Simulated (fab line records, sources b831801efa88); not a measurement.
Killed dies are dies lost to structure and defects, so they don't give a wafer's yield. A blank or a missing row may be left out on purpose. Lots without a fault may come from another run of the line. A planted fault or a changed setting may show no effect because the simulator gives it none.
fab line records | flow sfq_line
record lots=5 wafers=23
route steps=325 shown I1@85 M2@95 M3@119 M4@149 I4@168
start_h: hours from the record's first day to the start of the lot's first wafer shown | wait_h: hours since the lot's step before | " the same as in the row above | L1.1+2: a row that stands for several wafers | - no value, or no start given | * or withheld: withheld | < > ~ a bound
route shown NAME@n: a module of which the file shows steps, and the number in the route of the first | usual: mean/standard deviation of fault-free wafers | same: alike in all rows | chamber/n: place in a boat | sites: the reading at each site | _std_site: their standard deviation | _edge_site: outer sites' mean less inner sites' | radius_mm: how far each site lies from the wafer's centre | mask NAME#n: copy n | behind: the tool/chamber that last shaped the wafer | hold: why the lot was held/for how many hours/how that ended | device: the transistor (n, p or np) that didn't switch | end of line: the same wafers' tests at the end of the route | a step without rows: its recipe alone | killed: dies lost to structure and defects at the first sort, not the wafer's yield | map: a wafer's dies, x killed, . not, _ none there
set.NAME: the setting as run; set.NAME@STEP: as run at that earlier step | model.NAME: the simulator's own value behind a step, which no gauge read
lots whose settings were changed on purpose; a table a step, a row a wafer
## steps
# step SFQ_TRILAYER_I1_VIA_ETCH_VIA_ETCH_052
# recipe target=SiO2 stop_on=Nb mask_material=PR taper_deg=20 chemistry=CHF3 target_depth_nm=260 source_w=500 bias_w=80 pressure_mtorr=30 time_s=withheld
# usual oes_product_au=0.856/0.0049
# columns lot.wafer tool chamber start_h wait_h set.bias_w set.leave_above_ref_nm@TRILAYER_I1_CMP_CMP_046 oes_product_au model.I1.feature_depth_nm
L078.2 rie_diel-02 0 440.98 0.0 89.46 200 0.852 202.3
L078.3 " 1 " " 89.46 189.8 0.834 189.7
L078.4 " 3 " " 80 200 0.852 201.4
L078.5 " 2 " " 80 189.8 0.830 191.5
L078.6 " 3 " " 89.46 189.8 0.836 192.3
L079.1 rie_diel-04 2 454.28 0.0 80 200 0.858 201.3
L079.2 " 0 " " 80 200 0.859 202.2
L079.3 " 3 " " 80 200 0.859 199.7
L081.1 rie_diel-02 2 475.43 0.0 87.72 200 0.857 201.2
L081.2 " 3 " " 87.72 193.3 0.833 193.6
L081.4 " 1 " " 80 193.3 0.844 194.8
L081.5 " 3 " " 80 200 0.860 201.4
L081.6 " 0 " " 80 193.3 0.836 194.1
L083.1 rie_diel-01 0 489.83 0.0 80 205 0.869 205.8
L083.3 " 1 " " 80 200 0.851 201.5
L083.4 " 2 " " 80 205 0.879 206.2
L083.5 " 2 " " 72.36 200 0.856 200.6
L083.6 " 1 " " 72.36 205 0.869 206.6
L084.1 rie_diel-04 3 498.30 0.0 86.71 200 0.853 201
L084.2 " 1 " " 80 200 0.856 201
L084.3 " 0 " " 86.71 209.3 0.869 211.8
L084.5 " 1 " " 80 200 0.858 200.6
L084.6 " 0 " " 80 209.3 0.874 209.4
# step SFQ_TRILAYER_M2_LITHO_EXPOSE_058
# recipe mask_id=M2 na=0.6 source_shape=conventional sigma_outer=0.65 target_cd_nm=500 dose_mj=14.4
# columns lot.wafer tool chamber start_h wait_h mask set.dose_mj
L078.2+3+4+5+6 krf_scanner-01 0 518.69 - M2#0 14.4
L079.1+2+3 krf_scanner-01 0 529.29 - M2#0 14.4
L081.1+4+5 krf_scanner-01 0 546.09 - M2#0 14.4
L081.2+6 " 0 " " M2#0 13.62
L083.1+3 krf_scanner-01 0 559.26 - M2#0 14.4
L083.4+5+6 " 0 " " M2#0 15.44
L084.1+3+6 krf_scanner-01 0 565.26 - M2#0 14.4
L084.2+5 " 0 " " M2#0 15.31
# step SFQ_TRILAYER_M2_LITHO_PEB_060
# recipe peb_temp_c=115 peb_time_s=60 resist=KrF
# step SFQ_TRILAYER_M2_LITHO_DEVELOP_059
# recipe time_s=60 resist=KrF
# step SFQ_TRILAYER_M2_BARC_OPEN_METAL_ETCH_077
# recipe mask_material=PR chemistry=O2 target_depth_nm=125 target=BARC icp_w=600 bias_w=77.42 pressure_mtorr=10 time_s=41.7
# columns lot.wafer tool chamber start_h wait_h set.dose_mj@TRILAYER_M2_LITHO_EXPOSE_058 model.M2.cd_nm
L078.2 rie_metal-02 0 520.03 0.0 14.4 500.2
L078.3 " 1 " " 14.4 499.5
L078.4 " 0 " " 14.4 499.7
L078.5 " 1 " " 14.4 499.2
L078.6 " 0 " " 14.4 499.4
L079.1 rie_metal-03 0 530.83 0.0 14.4 500.5
L079.2 " 1 " " 14.4 502.6
L079.3 " 0 " " 14.4 501.2
L081.1 rie_metal-03 0 547.63 0.0 14.4 499.7
L081.2 " 0 " " 13.62 508.1
L081.4 " 0 " " 14.4 499.8
L081.5 " 0 " " 14.4 499.9
L081.6 " 0 " " 13.62 509.6
L083.1 rie_metal-01 0 560.80 0.0 14.4 499.6
L083.3 " 0 " " 14.4 499.5
L083.4 " 1 " " 15.44 488.7
L083.5 " 1 " " 15.44 488.3
L083.6 " 0 " " 15.44 487.3
L084.1 rie_metal-02 0 566.80 0.0 14.4 500.8
L084.2 " 1 " " 15.31 490
L084.3 " 1 " " 14.4 499.1
L084.5 " 0 " " 15.31 490.1
L084.6 " 1 " " 14.4 498.1
# step SFQ_TRILAYER_M2_ETCH_METAL_ETCH_060
# recipe target=Nb stop_on=SiO2 mask_material=PR chemistry=Cl2/Ar target_depth_nm=240 icp_w=600 bias_w=80 pressure_mtorr=10 time_s=120
# columns lot.wafer tool chamber start_h wait_h set.time_s set.leave_above_ref_nm@TRILAYER_I1_CMP_CMP_046 model.KrF_of_TRILAYER_M2_LITHO_COAT_057.thk_nm model.SiO2_of_TRILAYER_I1_DEP_PECVD_045.thk_nm
L078.2 rie_metal-02 0 520.09 0.0 131.3 200 368.2 191.6
L078.3 " 1 " " 120 189.8 379.7 181.2
L078.4 " 0 " " 131.3 200 368.3 191.6
L078.5 " 1 " " 120 189.8 380.9 184
L078.6 " 0 " " 131.3 189.8 367.5 181.6
L079.1 rie_metal-03 0 530.89 0.0 120 200 378.7 193.8
L079.2 " 1 " " 120 200 382.5 194.7
L079.3 " 0 " " 120 200 379.9 192.2
L081.1 rie_metal-03 0 547.75 0.1 133.1 200 367.9 190.3
L081.2 " 0 " " 120 193.3 384.8 185.4
L081.4 " 0 " " 120 193.3 383.5 187.3
L081.5 " 0 " " 120 200 384.8 193.9
L081.6 " 0 " " 133.1 193.3 366.1 184
L083.1 rie_metal-01 0 560.86 0.0 120 205 384.7 198.3
L083.3 " 0 " " 120 200 383.4 194
L083.4 " 1 " " 120 205 385.5 198.7
L083.5 " 1 " " 120 200 386.4 193.1
L083.6 " 0 " " 120 205 385.5 199.1
L084.1 rie_metal-02 0 566.86 0.0 125.7 200 376.5 191.7
L084.2 " 1 " " 120 200 380.7 193.5
L084.3 " 1 " " 125.7 209.3 377.2 202.5
L084.5 " 0 " " 125.7 200 375.7 192
L084.6 " 1 " " 120 209.3 381.7 201.9
# step SFQ_TRILAYER_M3_DEP_SPUTTER_073
# recipe material=Nb base_pressure_pa=1.33e-06 chamber_pressure_pa=0.1333 substrate_temp_c=20 resputter_cathode_voltage_v=400 target_thk_nm=200 power_w=2000 time_s=133.3
# columns lot.wafer tool chamber start_h wait_h set.power_w model.Nb_of_TRILAYER_M3_DEP_SPUTTER_073.thk_nm
L078.2 pvd_sputter-06 - 601.36 0.0 2000 200.7
L078.3 " - " " 2000 199.3
L078.4 " - " " 2000 198.2
L078.5 " - " " 2000 199.5
L078.6 " - " " 2000 198.6
L079.1 pvd_sputter-06 - 613.36 0.0 2000 203.2
L079.2 " - " " 2000 202.3
L079.3 " - " " 2000 204.5
L081.1 pvd_sputter-05 - 629.06 0.0 1926 190.6
L081.2 " - " " 2000 200.2
L081.4 " - " " 1926 193.1
L081.5 " - " " 2000 199.4
L081.6 " - " " 1926 191.5
L083.1 pvd_sputter-05 - 643.46 0.0 2184 219.7
L083.3 " - " " 2000 197.1
L083.4 " - " " 2184 219.2
L083.5 " - " " 2000 200.7
L083.6 " - " " 2184 215.2
L084.1 pvd_sputter-05 - 649.46 0.0 2000 201.6
L084.2 " - " " 2000 199.6
L084.3 " - " " 2135 215
L084.5 " - " " 2000 202.2
L084.6 " - " " 2135 214.5
# step SFQ_M3_RS_MEAS_919
# recipe thk_meas_gauge=four-point-probe reads=Nb_of_TRILAYER_M3_DEP_SPUTTER_073
# usual M3_NB_RS=0.890/0.0097
# columns lot.wafer tool chamber start_h wait_h set.power_w@TRILAYER_M3_DEP_SPUTTER_073 M3_NB_RS[ohm/sq]
L078.2 film_metro-01 - 601.47 0.1 2000 0.887
L078.3 " - " " 2000 0.893
L078.4 " - " " 2000 0.898
L078.5 " - " " 2000 0.892
L078.6 " - " " 2000 0.898
L079.1 film_metro-04 - 613.45 0.0 2000 0.878
L079.2 " - " " 2000 0.879
L079.3 " - " " 2000 0.873
L081.1 film_metro-01 - 629.15 0.0 1926 0.936
L081.2 " - " " 2000 0.889
L081.4 " - " " 1926 0.922
L081.5 " - " " 2000 0.893
L081.6 " - " " 1926 0.931
L083.1 film_metro-01 - 643.55 0.0 2184 0.809
L083.3 " - " " 2000 0.902
L083.4 " - " " 2184 0.810
L083.5 " - " " 2000 0.887
L083.6 " - " " 2184 0.827
L084.1 film_metro-04 - 649.55 0.0 2000 0.884
L084.2 " - " " 2000 0.893
L084.3 " - " " 2135 0.829
L084.5 " - " " 2000 0.881
L084.6 " - " " 2135 0.832
# step SFQ_TRILAYER_M3_LITHO_PEB_078
# recipe peb_temp_c=115 peb_time_s=60 resist=KrF
# columns lot.wafer tool chamber start_h wait_h set.peb_temp_c
L078.2+4 litho_track-03 0 661.29 0.8 113.2
L078.3+5+6 " 0 " " 115
L079.1+2+3 litho_track-04 0 673.07 1.0 115
L081.1+2+5 litho_track-04 0 691.84 1.0 115
L081.4+6 " 0 " " 111.8
L083.1+6 litho_track-01 0 700.24 1.0 115
L083.3+4+5 " 0 " " 112.3
L084.1+2+3+5+6 litho_track-04 0 703.84 1.0 115
# step SFQ_TRILAYER_M3_BARC_OPEN_METAL_ETCH_100
# recipe mask_material=PR chemistry=O2 target_depth_nm=125 target=BARC icp_w=600 bias_w=80 pressure_mtorr=10 time_s=41.7
# columns lot.wafer tool chamber start_h wait_h set.icp_w set.peb_temp_c@TRILAYER_M3_LITHO_PEB_078 model.M3.cd_nm
L078.2 rie_metal-01 1 661.61 0.0 600 113.2 536.3
L078.3 " 0 " " 650.3 115 503.2
L078.4 " 1 " " 650.3 113.2 536
L078.5 " 0 " " 600 115 500.1
L078.6 " 1 " " 600 115 502.4
L079.1 rie_metal-04 0 673.41 0.0 600 115 498.4
L079.2 " 1 " " 600 115 497.6
L079.3 " 1 " " 600 115 497.5
L081.1 rie_metal-04 1 692.18 0.0 600 115 498.3
L081.2 " 0 " " 600 115 499
L081.4 " 0 " " 626.5 111.8 564.1
L081.5 " 0 " " 626.5 115 498.5
L081.6 " 1 " " 626.5 111.8 564.4
L083.1 rie_metal-02 0 700.58 0.0 600 115 497.9
L083.3 " 1 " " 600 112.3 553.3
L083.4 " 0 " " 600 112.3 550.8
L083.5 " 1 " " 600 112.3 553.7
L083.6 " 0 " " 600 115 498
L084.1 rie_metal-01 0 704.18 0.0 600 115 498.4
L084.2 " 1 " " 600 115 497.9
L084.3 " 1 " " 600 115 498.1
L084.5 " 0 " " 600 115 499.7
L084.6 " 1 " " 600 115 498.8
# step SFQ_TRILAYER_M3_ETCH_METAL_ETCH_078
# recipe target=Nb stop_on=SiO2 mask_material=PR chemistry=Cl2/Ar target_depth_nm=240 icp_w=600 bias_w=80 pressure_mtorr=10 time_s=120
# usual oes_product_au=0.894/0.0076
# columns lot.wafer tool chamber start_h wait_h set.power_w@TRILAYER_M3_DEP_SPUTTER_073 oes_product_au
L078.2 rie_metal-01 1 661.67 0.0 2000 0.897
L078.3 " 0 " " 2000 0.890
L078.4 " 1 " " 2000 0.897
L078.5 " 0 " " 2000 0.884
L078.6 " 1 " " 2000 0.893
L079.1 rie_metal-04 0 673.47 0.0 2000 0.907
L079.2 " 1 " " 2000 0.899
L079.3 " 1 " " 2000 0.904
L081.1 rie_metal-04 1 692.24 0.0 1926 0.876
L081.2 " 0 " " 2000 0.890
L081.4 " 0 " " 1926 0.878
L081.5 " 0 " " 2000 0.895
L081.6 " 1 " " 1926 0.874
L083.1 rie_metal-02 0 700.64 0.0 2184 0.948
L083.3 " 1 " " 2000 0.885
L083.4 " 0 " " 2184 0.947
L083.5 " 1 " " 2000 0.903
L083.6 " 0 " " 2184 0.929
L084.1 rie_metal-01 0 704.24 0.0 2000 0.891
L084.2 " 1 " " 2000 0.892
L084.3 " 1 " " 2135 0.928
L084.5 " 0 " " 2000 0.905
L084.6 " 1 " " 2135 0.935
# step SFQ_TRILAYER_M4_DEP_SPUTTER_091
# recipe material=Nb base_pressure_pa=1.33e-06 chamber_pressure_pa=0.1333 substrate_temp_c=20 resputter_cathode_voltage_v=400 target_thk_nm=200 power_w=2000 time_s=133.3
# columns lot.wafer tool chamber start_h wait_h set.time_s model.Nb_of_TRILAYER_M4_DEP_SPUTTER_091.thk_nm
L078.2 pvd_sputter-05 - 800.10 0.0 133.3 198.1
L078.3 " - " " 148 220.4
L078.4 " - " " 133.3 199.1
L078.5 " - " " 148 221.6
L078.6 " - " " 133.3 197.3
L079.1 pvd_sputter-04 - 815.33 0.0 133.3 199.8
L079.2 " - " " 133.3 195.8
L079.3 " - " " 133.3 200.6
L081.1 pvd_sputter-04 - 840.10 0.0 150.2 223.3
L081.2 " - " " 133.3 199.7
L081.4 " - " " 150.2 224.6
L081.5 " - " " 150.2 223.9
L081.6 " - " " 133.3 196.5
L083.1 pvd_sputter-06 - 849.70 0.0 150.1 225.7
L083.3+4 " - " " 133.3 199
L083.5 " - " " 150.1 223.3
L083.6 " - " " 133.3 197.8
L084.1 pvd_sputter-06 - 853.30 0.0 115.5 175.1
L084.2 " - " " 115.5 177
L084.3 " - " " 133.3 201.4
L084.5 " - " " 133.3 203.1
L084.6 " - " " 115.5 176.8
# step SFQ_M4_RS_MEAS_924
# recipe thk_meas_gauge=four-point-probe reads=Nb_of_TRILAYER_M4_DEP_SPUTTER_091
# usual M4_NB_RS=0.895/0.0078
# columns lot.wafer tool chamber start_h wait_h set.time_s@TRILAYER_M4_DEP_SPUTTER_091 M4_NB_RS[ohm/sq]
L078.2 film_metro-01 - 800.21 0.1 133.3 0.899
L078.3 " - " " 148 0.805
L078.4 " - " " 133.3 0.894
L078.5 " - " " 148 0.802
L078.6 " - " " 133.3 0.902
L079.1 film_metro-01 - 815.42 0.0 133.3 0.890
L079.2 " - " " 133.3 0.910
L079.3 " - " " 133.3 0.886
L081.1 film_metro-02 - 840.19 0.0 150.2 0.795
L081.2 " - " " 133.3 0.892
L081.4 " - " " 150.2 0.790
L081.5 " - " " 150.2 0.792
L081.6 " - " " 133.3 0.906
L083.1 film_metro-01 - 849.79 0.0 150.1 0.789
L083.3 " - " " 133.3 0.897
L083.4 " - " " 133.3 0.895
L083.5 " - " " 150.1 0.796
L083.6 " - " " 133.3 0.901
L084.1 film_metro-02 - 853.39 0.0 115.5 1.017
L084.2 " - " " 115.5 1.010
L084.3 " - " " 133.3 0.883
L084.5 " - " " 133.3 0.876
L084.6 " - " " 115.5 1.007
# step SFQ_TRILAYER_M4_LITHO_COAT_093
# recipe resist=KrF spin_rpm=3000 resist_thk_nm=600
# columns lot.wafer tool chamber start_h wait_h set.spin_rpm model.KrF_of_TRILAYER_M4_LITHO_COAT_093.thk_nm
L078.2 litho_track-02 0 800.72 0.2 3154 582.9
L078.3 " 0 " " 3154 -
L078.4 " 0 " " 3154 584.2
L078.5 " 0 " " 3000 -
L078.6 " 0 " " 3000 596.9
L079.1 litho_track-01 0 815.90 0.2 3000 599.2
L079.2 " 0 " " 3000 600.8
L079.3 " 0 " " 3000 601.4
L081.1+4 litho_track-04 0 840.67 0.2 3000 -
L081.2 " 0 " " 2923 606.9
L081.5 " 0 " " 2923 -
L081.6 " 0 " " 2923 610.1
L083.1 litho_track-01 0 850.27 0.2 3163 -
L083.3 " 0 " " 3163 583.4
L083.4 " 0 " " 3000 596.5
L083.5 " 0 " " 3000 -
L083.6 " 0 " " 3000 599.7
L084.1+2+6 litho_track-01 0 853.87 0.2 3000 -
L084.3 " 0 " " 3000 600.7
L084.5 " 0 " " 3000 599.8
# step SFQ_TRILAYER_M4_LITHO_SOFTBAKE_097
# recipe temp_c=withheld time_s=withheld resist=KrF
# step SFQ_TRILAYER_M4_LITHO_EXPOSE_094
# recipe mask_id=M4 na=0.6 source_shape=conventional sigma_outer=0.65 target_cd_nm=500 dose_mj=14.4
# step SFQ_TRILAYER_M4_BARC_OPEN_METAL_ETCH_123
# recipe mask_material=PR chemistry=O2 target_depth_nm=125 target=BARC icp_w=600 bias_w=80 pressure_mtorr=10.38 time_s=41.7
# step SFQ_TRILAYER_M4_ETCH_METAL_ETCH_096
# recipe target=Nb stop_on=SiO2 mask_material=PR chemistry=Cl2/Ar target_depth_nm=240 icp_w=600 bias_w=80 pressure_mtorr=10 time_s=120
# usual oes_product_au=0.891/0.006
# columns lot.wafer tool chamber start_h wait_h set.time_s@TRILAYER_M4_DEP_SPUTTER_091 set.spin_rpm@TRILAYER_M4_LITHO_COAT_093 oes_product_au model.KrF_of_TRILAYER_M4_LITHO_COAT_093.thk_nm
L078.2 rie_metal-02 0 924.21 0.0 133.3 3154 0.886 364.5
L078.3 " 1 " " 148 3154 0.949 -
L078.4 " 0 " " 133.3 3154 0.891 365.5
L078.5 " 0 " " 148 3000 0.949 -
L078.6 " 1 " " 133.3 3000 0.891 381.1
L079.1 rie_metal-03 0 938.61 0.0 133.3 3000 0.898 381.3
L079.2 " 1 " " 133.3 3000 0.887 379.6
L079.3 " 1 " " 133.3 3000 0.902 380.7
L081.1 rie_metal-02 1 959.76 0.0 150.2 3000 0.952 -
L081.2 " 0 " " 133.3 2923 0.888 387.7
L081.4 " 1 " " 150.2 3000 0.953 -
L081.5 " 0 " " 150.2 2923 0.953 -
L081.6 " 1 " " 133.3 2923 0.885 391.4
L083.1 rie_metal-01 1 968.50 0.1 150.1 3163 0.953 -
L083.3 " 1 " " 133.3 3163 0.895 366.1
L083.4 " 1 " " 133.3 3000 0.897 378.4
L083.5 " 1 " " 150.1 3000 0.947 -
L083.6 " 1 " " 133.3 3000 0.892 382.4
L084.1 rie_metal-03 0 972.14 0.0 115.5 3000 0.827 -
L084.2 " 1 " " 115.5 3000 0.833 -
L084.3 " 0 " " 133.3 3000 0.898 382.9
L084.5 " 1 " " 133.3 3000 0.897 379
L084.6 " 0 " " 115.5 3000 0.832 -
# step SFQ_TRILAYER_I4_VIA_LITHO_COAT_103
# recipe resist=KrF spin_rpm=3000 resist_thk_nm=650
# columns lot.wafer tool chamber start_h wait_h set.resist_thk_nm model.KrF_of_TRILAYER_I4_VIA_LITHO_COAT_103.thk_nm
L078.2+3 litho_track-03 0 969.54 0.2 650 653.6
L078.4 " 0 " " 624.5 626.9
L078.5 " 0 " " 624.5 626.8
L078.6 " 0 " " 650 652.9
L079.1 litho_track-03 0 988.25 0.2 650 649.7
L079.2 " 0 " " 650 651.5
L079.3 " 0 " " 650 649
L081.1+5 litho_track-04 0 1008.49 0.2 650 652.4
L081.2 " 0 " " 680.3 683.4
L081.4 " 0 " " 680.3 683.3
L081.6 " 0 " " 680.3 681.8
L083.1 litho_track-04 0 1016.48 0.2 650 651
L083.3 " 0 " " 638.8 640
L083.4 " 0 " " 650 651.7
L083.5 " 0 " " 638.8 638.4
L083.6 " 0 " " 638.8 640.3
L084.1 litho_track-02 0 1017.49 0.2 650 652
L084.2 " 0 " " 625 625.9
L084.3 " 0 " " 650 650.8
L084.5 " 0 " " 625 628
L084.6 " 0 " " 625 627
# step SFQ_TRILAYER_I4_VIA_BARC_OPEN_VIA_ETCH_146
# recipe mask_material=PR chemistry=O2 target_depth_nm=125 target=BARC source_w=500 bias_w=80 pressure_mtorr=30 time_s=41.7
# columns lot.wafer tool chamber start_h wait_h set.source_w set.resist_thk_nm@TRILAYER_I4_VIA_LITHO_COAT_103 model.KrF_of_TRILAYER_I4_VIA_LITHO_COAT_103.thk_nm
L078.2 rie_diel-01 1 995.45 0.0 500 650 577.2
L078.3 " 0 " " 500 650 575.8
L078.4 " 3 " " 500 624.5 550.5
L078.5 " 0 " " 500 624.5 549.3
L078.6 " 1 " " 500 650 576.2
L079.1 rie_diel-01 1 1015.65 0.0 500 650 572.7
L079.2 " 3 " " 500 650 574.3
L079.3 " 0 " " 500 650 571.2
L081.1 rie_diel-04 1 1034.85 0.0 500 650 574.9
L081.2 " 0 " " 526.2 680.3 604.5
L081.4 " 3 " " 526.2 680.3 604.3
L081.5 " 3 " " 526.2 650 573.4
L081.6 " 0 " " 500 680.3 605.7
L083.1 rie_diel-01 3 1052.76 0.0 536.8 650 569.6
L083.3 " 0 " " 500 638.8 561.3
L083.4 " 2 " " 536.8 650 571.5
L083.5 " 0 " " 536.8 638.8 556.3
L083.6 " 1 " " 500 638.8 563.2
L084.1 rie_diel-03 1 1054.18 0.0 500 650 573.7
L084.2 " 2 " " 500 625 549.3
L084.3 " 0 " " 500 650 573.6
L084.5 " 2 " " 500 625 551.2
L084.6 " 0 " " 500 625 549.6
## key
split step=SFQ_TRILAYER_I1_VIA_ETCH_VIA_ETCH_052 setting=bias_w stated=80 by=wafer
response none clear
split step=SFQ_TRILAYER_M2_LITHO_EXPOSE_058 setting=dose_mj stated=14.4 by=wafer
response step=SFQ_TRILAYER_M2_BARC_OPEN_METAL_ETCH_077 reading=model.M2.cd_nm change=-1.57 per=1% r=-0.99
split step=SFQ_TRILAYER_M2_ETCH_METAL_ETCH_060 setting=time_s stated=120 by=wafer
response step=SFQ_TRILAYER_M2_ETCH_METAL_ETCH_060 reading=model.KrF_of_TRILAYER_M2_LITHO_COAT_057.thk_nm change=-1.43 per=1% r=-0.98
split step=SFQ_TRILAYER_M3_DEP_SPUTTER_073 setting=power_w stated=2000 by=wafer
response step=SFQ_TRILAYER_M3_DEP_SPUTTER_073 reading=model.Nb_of_TRILAYER_M3_DEP_SPUTTER_073.thk_nm change=+2.07 per=1% r=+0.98
response step=SFQ_M3_RS_MEAS_919 reading=M3_NB_RS change=-0.00869 per=1% r=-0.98
response step=SFQ_TRILAYER_M3_ETCH_METAL_ETCH_078 reading=oes_product_au change=+0.00511 per=1% r=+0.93
split step=SFQ_TRILAYER_M3_LITHO_PEB_078 setting=peb_temp_c stated=115 by=wafer
response step=SFQ_TRILAYER_M3_BARC_OPEN_METAL_ETCH_100 reading=model.M3.cd_nm change=-23.2 per=1% r=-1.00
split step=SFQ_TRILAYER_M3_BARC_OPEN_METAL_ETCH_100 setting=icp_w stated=600 by=wafer
response none clear
split step=SFQ_TRILAYER_M4_DEP_SPUTTER_091 setting=time_s stated=133.3 by=wafer
response step=SFQ_TRILAYER_M4_DEP_SPUTTER_091 reading=model.Nb_of_TRILAYER_M4_DEP_SPUTTER_091.thk_nm change=+2.02 per=1% r=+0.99
response step=SFQ_M4_RS_MEAS_924 reading=M4_NB_RS change=-0.00885 per=1% r=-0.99
response step=SFQ_TRILAYER_M4_ETCH_METAL_ETCH_096 reading=oes_product_au change=+0.005 per=1% r=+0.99
split step=SFQ_TRILAYER_M4_LITHO_COAT_093 setting=spin_rpm stated=3000 by=wafer
response step=SFQ_TRILAYER_M4_LITHO_COAT_093 reading=model.KrF_of_TRILAYER_M4_LITHO_COAT_093.thk_nm change=-2.66 per=1% r=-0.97
response step=SFQ_TRILAYER_M4_ETCH_METAL_ETCH_096 reading=model.KrF_of_TRILAYER_M4_LITHO_COAT_093.thk_nm change=-2.87 per=1% r=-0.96
split step=SFQ_TRILAYER_I4_VIA_LITHO_COAT_103 setting=resist_thk_nm stated=650 by=wafer
response step=SFQ_TRILAYER_I4_VIA_LITHO_COAT_103 reading=model.KrF_of_TRILAYER_I4_VIA_LITHO_COAT_103.thk_nm change=+6.56 per=1% r=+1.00
response step=SFQ_TRILAYER_I4_VIA_BARC_OPEN_VIA_ETCH_146 reading=model.KrF_of_TRILAYER_I4_VIA_LITHO_COAT_103.thk_nm change=+6.48 per=1% r=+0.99
split step=SFQ_TRILAYER_I4_VIA_BARC_OPEN_VIA_ETCH_146 setting=source_w stated=500 by=wafer
response none clear
split outside_this_file step=SFQ_TRILAYER_I1_CMP_CMP_046 setting=leave_above_ref_nm
# split outside_this_file: this setting was split too, and the file shows its column; the key of that split is in another file
